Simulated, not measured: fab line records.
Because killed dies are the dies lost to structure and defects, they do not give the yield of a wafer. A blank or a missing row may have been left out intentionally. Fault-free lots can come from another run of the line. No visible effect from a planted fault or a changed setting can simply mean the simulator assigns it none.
Split-lot study | flow sfqLine | route with 325 steps; 5 lots, 23 wafers read

## ON THE SPLIT
At SFQ_TRILAYER_I4_VIA_LITHO_COAT_103 (resist thk 650 nm), the setting spinRpm was moved away from the recipe's 3000 rpm on 7 of the 23 wafers read, by -5.7% to +6.9%. This setting was run at the recipe's value on the other wafers.

The reading is taken at the split's own step.

## THE READING
KrF_of_TRILAYER_I4_VIA_LITHO_COAT_103.thkNm (the simulator's own value, which no gauge read), in nm, at SFQ_TRILAYER_I4_VIA_LITHO_COAT_103 (resist thk 650 nm). The file gives no usual value for it. Here, 16 wafers ran the recipe; their average is 650.4 nm with a standard deviation of 1.9 nm.

wafer  | tool, chamber at the split | spinRpm as run, rpm | against the recipe | KrF_of_TRILAYER_I4_VIA_LITHO_COAT_103.thkNm, nm | against lot-mates on the recipe
L074.1 | lithoTrack-01, 0           | 2830                | -5.7%              | 668                                             | +17.0
L074.2 | lithoTrack-01, 0           | 2830                | -5.7%              | 669.4                                           | +18.4
L074.4 | lithoTrack-01, 0           | 2830                | -5.7%              | 668.7                                           | +17.7
L074.5 | lithoTrack-01, 0           | 3000                | recipe             | 651.5                                           | -
L074.6 | lithoTrack-01, 0           | 3000                | recipe             | 650.5                                           | -
L078.1 | lithoTrack-02, 0           | 3000                | recipe             | 652.1                                           | -
L078.3 | lithoTrack-02, 0           | 3000                | recipe             | 652.5                                           | -
L078.4 | lithoTrack-02, 0           | 3000                | recipe             | 651.1                                           | -
L081.1 | lithoTrack-01, 0           | 3207                | +6.9%              | 628.4                                           | -23.0
L081.2 | lithoTrack-01, 0           | 3000                | recipe             | 652.7                                           | -
L081.3 | lithoTrack-01, 0           | 3000                | recipe             | 650.9                                           | -
L081.4 | lithoTrack-01, 0           | 3000                | recipe             | 650.5                                           | -
L081.5 | lithoTrack-01, 0           | 3207                | +6.9%              | 627.6                                           | -23.8
L083.1 | lithoTrack-02, 0           | 3087                | +2.9%              | 638.2                                           | -9.0
L083.3 | lithoTrack-02, 0           | 3000                | recipe             | 646.8                                           | -
L083.4 | lithoTrack-02, 0           | 3000                | recipe             | 644.8                                           | -
L083.5 | lithoTrack-02, 0           | 3000                | recipe             | 650                                             | -
L083.6 | lithoTrack-02, 0           | 3087                | +2.9%              | 639.8                                           | -7.4
L082.1 | lithoTrack-01, 0           | 3000                | recipe             | 650.3                                           | -
L082.2 | lithoTrack-01, 0           | 3000                | recipe             | 650.6                                           | -
L082.4 | lithoTrack-01, 0           | 3000                | recipe             | 650.6                                           | -
L082.3 | lithoTrack-01, 0           | 3000                | recipe             | 650.4                                           | -
L082.6 | lithoTrack-01, 0           | 3000                | recipe             | 650.4                                           | -

FIT RESULTS
A straight line over all 23 wafers: KrF_of_TRILAYER_I4_VIA_LITHO_COAT_103.thkNm changes by -3.29 nm for each +1% of spinRpm; r = -0.99; the points scatter about the line by 1.8 nm.
The same after taking each lot's own level away (the mean of its wafers on the recipe; 23 wafers): -3.22 nm for each +1%; r = -0.99; scatter 1.1 nm.
That fit puts the effect of the largest move of spinRpm on the reading at 22 nm.
Across the lots, their own levels run from 647.20 to 651.90 nm, a range of 2.4 times the standard deviation given above.
The two slopes are in agreement: the lot-to-lot level therefore moves the slope only a little.
Check: -22 nm against its lot-mates is what the line predicts for one of the wafers moved furthest among these (+6.9%) when that wafer is left out of the fit. It came out at -23 nm against them.

## THESE WAFERS: OTHER SPLITS
These wafers also went through other splits before the reading. Each is held against what the fit with the lots' levels taken away leaves over:
other split on the same wafers                 | wafers away from the commonest value | r with KrF_of_TRILAYER_I4_VIA_LITHO_COAT_103.thkNm (lot level and that fit taken away)
SFQ_TRILAYER_I2_VIA_LITHO_COAT_072 spinRpm     | 5                                    | -0.05
SFQ_TRILAYER_M3_DEP_SPUTTER_073 timeS          | 7                                    | -0.01
SFQ_TRILAYER_M3_LITHO_EXPOSE_076 doseMj        | 5                                    | -0.25
SFQ_TRILAYER_M3_ETCH_METAL_ETCH_078 icpW       | 5                                    | -0.33
SFQ_TRILAYER_I3_VIA_LITHO_COAT_085 resistThkNm | 8                                    | +0.01
SFQ_TRILAYER_M4_LITHO_COAT_098 spinRpm         | 8                                    | +0.09

## FILE'S OWN FIT
KrF_of_TRILAYER_I4_VIA_LITHO_COAT_103.thkNm changes by -3.23 nm for each +1% of spinRpm, r = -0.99.
